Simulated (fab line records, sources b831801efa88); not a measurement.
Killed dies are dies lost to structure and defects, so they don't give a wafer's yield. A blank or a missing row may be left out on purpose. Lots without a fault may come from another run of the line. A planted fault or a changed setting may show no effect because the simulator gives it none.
Which tool did it? | flow sky130 | 6 lots, 18 wafers sampled, at 1 step of a route of 708

WHAT THE GAUGES READ, wafer by wafer
SKY_METAL2_CD_MEAS_15: target cd 140 nm.
lot  | measured     | on        | cd_nm (nm)
L553 | day 35 09:20 | cd_sem-02 | 140.4 138.4 139.9
L556 | day 36 07:08 | cd_sem-02 | 138.0 137.4 137.2
L561 | day 38 06:53 | cd_sem-02 | 141.4 142.8 141.8
L564 | day 38 20:25 | cd_sem-01 | 136.7 137.6 137.6
L572 | day 41 03:14 | cd_sem-01 | 139.5 140.5 140.3
L574 | day 41 15:23 | cd_sem-02 | 141.6 140.4 141.1

WHICH TOOL RAN EACH LOT (tool, then ch and the chambers of the sampled wafers, then the start)
The record holds no process step before these readings.

THE ANSWER, worked out from the rows above alone
Rule: what is usual is taken from the lots themselves. Put in order of their means at a reading, lots are off if they are a third of the lots or fewer, leave a main group of 4 or more, and stand apart from it by a gap of 3 or more times the standard deviation of the main group's means; of several such gaps the widest counts. A main group whose means are all the same, to the digits that the tables above print for the reading, isn't used. A lot without any number at a reading at which 4 lots or more have one is off too. The other lots that the step has rows for count as sound.
No lot is off at any reading shown: from this, nothing can be told.

WHAT THE SIMULATOR HAD PUT IN
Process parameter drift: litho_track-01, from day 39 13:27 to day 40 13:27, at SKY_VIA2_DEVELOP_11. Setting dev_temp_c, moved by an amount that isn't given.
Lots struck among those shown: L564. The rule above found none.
